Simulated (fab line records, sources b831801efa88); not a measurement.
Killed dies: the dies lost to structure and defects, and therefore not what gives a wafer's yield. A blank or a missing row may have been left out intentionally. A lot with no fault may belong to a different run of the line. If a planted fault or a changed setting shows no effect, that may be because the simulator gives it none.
Chamber matching || flow gf180mcu || GF_V1_ETCH_16 on rie diel-02: 4 sister chambers
The step etches BARC in N2/H2. 4 wafers are shown with their chamber, then 7 later ones without.

## WAFERS WITH THEIR CHAMBER
{"wafer": "L557.2", "chamber": 1, "bias w (W)": 100.1}
{"wafer": "L557.5", "chamber": 0, "bias w (W)": 100.0}
{"wafer": "L560.3", "chamber": 3, "bias w (W)": 100.2}
{"wafer": "L560.4", "chamber": 2, "bias w (W)": 100.2}

## WAFERS WITH NO CHAMBER GIVEN
{"wafer": "L560.5", "bias w (W)": 99.8}
{"wafer": "L561.2", "bias w (W)": 99.6}
{"wafer": "L561.4", "bias w (W)": 100.1}
{"wafer": "L561.6", "bias w (W)": 100.2}
{"wafer": "L564.3", "bias w (W)": 99.6}
{"wafer": "L564.5", "bias w (W)": 100.5}
{"wafer": "L564.6", "bias w (W)": 100.0}

## EACH ONE'S CHAMBER
{"wafer": "L560.5", "from the rows above": "can't be placed: 0 or 1 or 2 or 3", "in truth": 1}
{"wafer": "L561.2", "from the rows above": "can't be placed: 0 or 1 or 2 or 3", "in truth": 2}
{"wafer": "L561.4", "from the rows above": "can't be placed: 1 or 0 or 2 or 3", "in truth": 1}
{"wafer": "L561.6", "from the rows above": "can't be placed: 2 or 3 or 1 or 0", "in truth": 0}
{"wafer": "L564.3", "from the rows above": "can't be placed: 0 or 1 or 2 or 3", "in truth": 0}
{"wafer": "L564.5", "from the rows above": "can't be placed: 2 or 3 or 1 or 0", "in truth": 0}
{"wafer": "L564.6", "from the rows above": "can't be placed: 0 or 1 or 2 or 3", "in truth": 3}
0 of 7 placed correctly. Can't be placed from these rows: 7 (the true chamber is among the candidates in 7). Wrongly placed: 0.
How it was worked out, from the rows above alone: a wafer's distance from a chamber is the root of the sum, over the readings, of the square of ((its reading less the chamber's mean) divided by the reading's scatter). If the next closest chamber is less than 2 further off than the closest, the wafer can't be placed; otherwise it belongs to the closest. A chamber's mean is the mean of its shown wafers. The scatter: root of mean squared gap, hidden wafer to nearest shown wafer, with one shown wafer a chamber.
